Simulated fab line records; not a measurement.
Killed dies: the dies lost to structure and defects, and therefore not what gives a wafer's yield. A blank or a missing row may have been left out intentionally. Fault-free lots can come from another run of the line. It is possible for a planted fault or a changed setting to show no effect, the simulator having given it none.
Chamber matching :: flow sky130 :: 4 sister chambers for SKY_SPACER_ETCHBACK_02 on rie diel-04
The step etches Si3N4 in CH3F/O2, stops on SiO2, time 46.7 s, target depth 45 nm. 7 wafers are shown with their chamber, then 7 later ones without.

## WAFERS, EACH WITH ITS CHAMBER
wafer: L711.2
chamber: 0
oes product au (a.u.): 0.862
throttle valve pct (%): 10.574

wafer: L712.4
chamber: 1
oes product au (a.u.): 0.860
throttle valve pct (%): 10.571

wafer: L713.2
chamber: 2
oes product au (a.u.): 0.850
throttle valve pct (%): 10.567

wafer: L713.5
chamber: 1
oes product au (a.u.): 0.851
throttle valve pct (%): 10.573

wafer: L713.6
chamber: 2
oes product au (a.u.): 0.845
throttle valve pct (%): 10.555

wafer: L716.1
chamber: 3
oes product au (a.u.): 0.847
throttle valve pct (%): 10.557

wafer: L716.4
chamber: 3
oes product au (a.u.): 0.849
throttle valve pct (%): 10.570

## WAFERS WHOSE CHAMBER IS MISSING
wafer: L716.6
oes product au (a.u.): 0.846
throttle valve pct (%): 10.556

wafer: L717.2
oes product au (a.u.): 0.854
throttle valve pct (%): 10.565

wafer: L717.3
oes product au (a.u.): 0.861
throttle valve pct (%): 10.567

wafer: L717.5
oes product au (a.u.): 0.856
throttle valve pct (%): 10.564

wafer: L728.2
oes product au (a.u.): 0.859
throttle valve pct (%): 10.565

wafer: L728.4
oes product au (a.u.): 0.860
throttle valve pct (%): 10.548

wafer: L728.6
oes product au (a.u.): 0.865
throttle valve pct (%): 10.556

## WHICH CHAMBER EACH ONE RAN IN
wafer: L716.6
from the rows above: can't be placed: 2 or 3
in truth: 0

wafer: L717.2
from the rows above: can't be placed: 1 or 3 or 2 or 0
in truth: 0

wafer: L717.3
from the rows above: can't be placed: 0 or 1
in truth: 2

wafer: L717.5
from the rows above: can't be placed: 1 or 3 or 0 or 2
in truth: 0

wafer: L728.2
from the rows above: can't be placed: 1 or 0 or 3 or 2
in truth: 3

wafer: L728.4
from the rows above: can't be placed: 2 or 1 or 3 or 0
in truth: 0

wafer: L728.6
from the rows above: can't be placed: 0 or 1 or 3 or 2
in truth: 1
Placed correctly: 0 of 7. Unplaceable from these rows: 7, with the true chamber sitting among the candidates in 5. 0 placed wrongly.
How it was worked out, from the rows above alone: a wafer's distance from a chamber is the root of the sum, over the readings, of the square of ((its reading less the chamber's mean) divided by the reading's scatter). If the next closest chamber is less than 2 further off than the closest, the wafer can't be placed; otherwise it belongs to the closest. A chamber's mean is the mean of its shown wafers. The scatter: the root of (the sum of the squares of (reading less its chamber's mean) over the shown wafers, divided by (wafers less chambers)).
